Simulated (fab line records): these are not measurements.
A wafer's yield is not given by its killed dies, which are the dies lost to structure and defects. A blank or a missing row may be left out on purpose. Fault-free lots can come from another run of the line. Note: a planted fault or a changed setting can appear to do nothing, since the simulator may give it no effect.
Which tool was responsible?    flow gf180mcu    33 wafers from 11 lots sampled at 3 of the route's 602 steps

## WHAT THE GAUGES READ, wafer by wafer
GF_VT_IMPLANT_TW_MEAS_32.
lot   measured      on             VT_IMPLANT_3_TW
L103  day 7 21:54   film_metro-01  267.5 266.9 267.6
L105  day 8 01:28   film_metro-02  271.3 270.5 272.2
L108  day 9 01:37   film_metro-01  267.1 266.0 267.8
L109  day 9 08:52   film_metro-03  29.6 29.6 29.8 29.8 29.7 29.7
L110  day 9 16:10   film_metro-02  30.2 30.2 30.5 30.3 30.1 30.4
L117  day 11 07:19  film_metro-02  273.7 270.6 271.9
L118  day 11 18:05  film_metro-01  269.0 268.3 270.3
L119  day 11 23:05  film_metro-01  268.1 267.9 268.6
L121  day 12 10:44  film_metro-01  266.7 266.3 266.5
L122  day 12 16:40  film_metro-03  268.3 268.5 269.2
L123  day 13 02:33  film_metro-03  268.5 267.9 267.3

## WHICH TOOL RAN EACH LOT (tool, then ch and the chambers of the sampled wafers, then the start)
lot   GF_VT_IMPLANT_STRIP_20                GF_VT_IMPLANT_STRIP_31
L103  plasma_asher-01 ch 0,1, day 7 06:04   plasma_asher-01 ch 0,1, day 7 21:48
L105  plasma_asher-04 ch 1, day 7 09:39     plasma_asher-04 ch 0,1, day 8 01:22
L108  plasma_asher-04 ch 0,1, day 8 08:31   plasma_asher-04 ch 0,1, day 9 01:30
L109  plasma_asher-02 ch 0, day 8 15:49     plasma_asher-04 ch 0,1, day 9 08:46
L110  plasma_asher-01 ch 0,1, day 8 22:46   plasma_asher-04 ch 0,1, day 9 16:04
L117  plasma_asher-01 ch 0,1, day 10 13:55  plasma_asher-02 ch 0,1, day 11 07:12
L118  plasma_asher-04 ch 0,1, day 11 00:14  plasma_asher-04 ch 0,1, day 11 17:59
L119  plasma_asher-01 ch 0,1, day 11 04:29  plasma_asher-01 ch 0,1, day 11 22:59
L121  plasma_asher-02 ch 0,1, day 11 16:11  plasma_asher-02 ch 0,1, day 12 10:38
L122  plasma_asher-04 ch 0,1, day 11 20:43  plasma_asher-02 ch 0,1, day 12 16:34
L123  plasma_asher-02 ch 0,1, day 12 06:37  plasma_asher-02 ch 0,1, day 13 02:27
- GF_VT_IMPLANT_STRIP_20: strips in O2/N2.
- GF_VT_IMPLANT_STRIP_31: strips in O2/N2.

## THE ANSWER, worked out from the rows above alone
Rule: the lots themselves supply what counts as usual. The widest of any qualifying gaps counts: lots, ordered by their means at a reading, are off when they make up no more than a third of the lots, leave a main group of 4 or more, and stand apart from it by 3 or more times the standard deviation of that group's means. If all means in a main group match to the digits the tables above print for the reading, that group is not used. Also off: a lot with no number at a reading for which 4 or more lots have one. The other lots that the step has rows for count as sound.
Off: L109, L110, at GF_VT_IMPLANT_TW_MEAS_32 (VT_IMPLANT_3_TW). The main group: mean 268.7, standard deviation 1.8.
A tool fits if, at a process step before that reading, it ran every lot that is off, and no sound lot after the first of them. Gauges at GF_VT_IMPLANT_TW_MEAS_32: tried the same way as those tools. No candidate that was tried fits.

## WHAT THE SIMULATOR HAD INSERTED
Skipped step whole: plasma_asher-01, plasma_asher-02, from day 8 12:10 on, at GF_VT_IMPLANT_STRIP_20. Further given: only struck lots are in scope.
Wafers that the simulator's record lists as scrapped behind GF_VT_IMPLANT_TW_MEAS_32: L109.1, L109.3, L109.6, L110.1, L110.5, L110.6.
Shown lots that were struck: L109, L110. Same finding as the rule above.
